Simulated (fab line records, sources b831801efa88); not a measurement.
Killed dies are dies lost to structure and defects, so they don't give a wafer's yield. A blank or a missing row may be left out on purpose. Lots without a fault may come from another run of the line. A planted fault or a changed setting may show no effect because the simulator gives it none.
Which tool did it? | flow gf180mcu | 6 lots, 18 wafers sampled, at 3 steps of a route of 602

WHAT THE GAUGES READ, wafer by wafer
GF_PSD_RS_MEAS_14: measures by four-point-probe.
lot  | measured     | on            | NSD_RS (ohm/sq)
L106 | day 14 19:05 | film_metro-03 | 46.04 46.09 46.02
L110 | day 16 10:02 | film_metro-03 | 46.21 46.21 46.14
L117 | day 19 01:28 | film_metro-02 | 46.39 46.11 46.30
L119 | day 20 00:15 | film_metro-02 | 46.30 46.12 46.12
L124 | day 21 06:10 | film_metro-01 | 46.15 46.20 46.20
L126 | day 22 06:56 | film_metro-01 | 46.18 46.06 46.13

WHICH TOOL RAN EACH LOT (tool, then ch and the chambers of the sampled wafers, then the start)
lot  | GF_NSD_IMPLANT_10               | GF_NSD_STRIP_11
L106 | implanter-02 ch 0, day 13 22:01 | plasma_asher-03 ch 0,1, day 13 22:10
L110 | implanter-02 ch 0, day 15 11:37 | plasma_asher-04 ch 0,1, day 15 11:45
L117 | implanter-01 ch 0, day 18 01:17 | plasma_asher-02 ch 0,1, day 18 01:26
L119 | implanter-04 ch 0, day 18 23:16 | plasma_asher-02 ch 0,1, day 18 23:24
L124 | implanter-02 ch 0, day 20 05:47 | plasma_asher-03 ch 0,1, day 20 05:56
L126 | implanter-04 ch 0, day 21 06:57 | plasma_asher-02 ch 0,1, day 21 07:05
- GF_NSD_IMPLANT_10
- GF_NSD_STRIP_11: strips in O2/N2.

THE ANSWER, worked out from the rows above alone
Rule: what is usual is taken from the lots themselves. Put in order of their means at a reading, lots are off if they are a third of the lots or fewer, leave a main group of 4 or more, and stand apart from it by a gap of 3 or more times the standard deviation of the main group's means; of several such gaps the widest counts. A main group whose means are all the same, to the digits that the tables above print for the reading, isn't used. A lot without any number at a reading at which 4 lots or more have one is off too. The other lots that the step has rows for count as sound.
No lot is off at any reading shown: from this, nothing can be told.

WHAT THE SIMULATOR HAD PUT IN
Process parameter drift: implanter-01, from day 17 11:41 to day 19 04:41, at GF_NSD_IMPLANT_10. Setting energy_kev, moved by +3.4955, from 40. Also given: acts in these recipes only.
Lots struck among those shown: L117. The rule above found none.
